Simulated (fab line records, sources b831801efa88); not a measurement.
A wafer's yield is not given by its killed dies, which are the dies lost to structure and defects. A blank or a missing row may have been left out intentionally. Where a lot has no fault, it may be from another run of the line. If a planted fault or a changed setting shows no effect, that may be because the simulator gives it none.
Comparing a struck lot with a sound one | flow gf180mcu | 19 out of 602 route steps
Sound: wafers L243.2, L243.4, L243.6. The struck wafers were L249.2, L249.4, L249.6. The cause is named last.
At each step with rows: each side's tool, then ch and its chambers, then its first start. Under that, the readings that differ: sound wafers | struck wafers | difference of the means | sigmas: that difference in standard deviations of wafers without a fault.
alike: readings with means less than 2 such deviations apart, plus words and numbers identical on both sides. not compared: withheld readings, readings lacking a value on some wafer, bounds such as >300 that could conceal the same value, and numbers that have no deviation in the record and whose values overlap.
Wherever a step has rows on one side only, a row that says differs or no value, or a row with sigmas, the two part there. When numbers do not overlap yet have no deviation, they are printed without sigmas and do not part them. Lack of a reading on every wafer of one side parts them only where that side has two or more wafers.

GF_VT_IMPLANT_RS_MEAS_49: the measuring method here is four-point-probe.
  sound: film_metro-04 at day 7 15:04; struck: film_metro-01 at day 9 08:32
  reading           | sound                | struck               | difference | sigmas
  MVPSD_RS (ohm/sq) | 1169.9 1174.1 1173.4 | 1166.5 1167.2 1165.3 | -6.1       | -2
then, 4 steps without rows for these wafers: GF_VT_IMPLANT_WET_ETCH_50 (etches SiO2 in dHF, target depth 20 nm, time 400 s); GF_DUAL_GATE_CLEAN_00 (cleans in SC1/SC2, time 150 s); GF_DUAL_GATE_CLEAN_01 (cleans in dHF, time 20 s); GF_DUAL_GATE_OXIDATION_02 (stabilise 600 s, purge 300 s, target thk 10.887 nm).
GF_DUAL_GATE_THK_MEAS_03:
  sound: film_metro-02 at day 7 16:48; struck: film_metro-01 at day 9 10:58
  alike: DUAL_GATE_OXIDATION_00_THK
then, 6 steps without rows for these wafers: GF_DUAL_GATE_DEHYDRATE_04 (time 60 s); GF_DUAL_GATE_HMDS_05 (prime time 60 s); GF_DUAL_GATE_COAT_06 (resist thk 1000 nm); GF_DUAL_GATE_SOFTBAKE_07 (time 60 s); GF_DUAL_GATE_EXPOSE_08 (exposes mask Dualgate, target cd 700 nm); GF_DUAL_GATE_PEB_09.
GF_DUAL_GATE_DEVELOP_10: develop time 60 s.
  sound on litho_track-04 ch 0, day 8 08:33; struck on litho_track-04 ch 0, day 10 04:21
GF_DUAL_GATE_OVL_MEAS_11:
  sound: overlay-02 at day 8 08:41; struck: overlay-01 at day 10 04:29
  alike: DUAL_GATE_OVL
then, 1 step without rows for these wafers: GF_DUAL_GATE_WET_ETCH_12 (etches SiO2 in dHF, target depth 13 nm, time 260 s).
GF_DUAL_GATE_STRIP_13: strips in O2/N2.
  sound on plasma_asher-01 ch 0,1, day 8 08:48; struck on plasma_asher-02 ch 0,1, day 10 04:36
  alike: drypump_motor_current_A, heater_power_w, n2_flow_sccm, oes_product_au, strip_time_to_endpoint_s
  not compared: rf_hours_counter_h
then, 2 steps without rows for these wafers: GF_DUAL_GATE_CLEAN_14 (cleans in SC1/SC2, time 150 s); GF_DUAL_GATE_OXIDATION_15 (stabilise 600 s, purge 300 s, target thk 7.098 nm).
-- record jumps: 21 days separate the struck wafers' starts on either side; left off in module DUAL_GATE, taken up again in module PASSIVATION, whose first shown step is the route's number 602 --
GF_PASSIVATION_PROBE_99:
  record: rows for the struck wafers here (prober-01, day 30 23:10), none for the sound ones

== WHERE THEY PART ==
At GF_VT_IMPLANT_RS_MEAS_49 first; at GF_PASSIVATION_PROBE_99 last (within this record only).

WHY: whatever the simulator had introduced
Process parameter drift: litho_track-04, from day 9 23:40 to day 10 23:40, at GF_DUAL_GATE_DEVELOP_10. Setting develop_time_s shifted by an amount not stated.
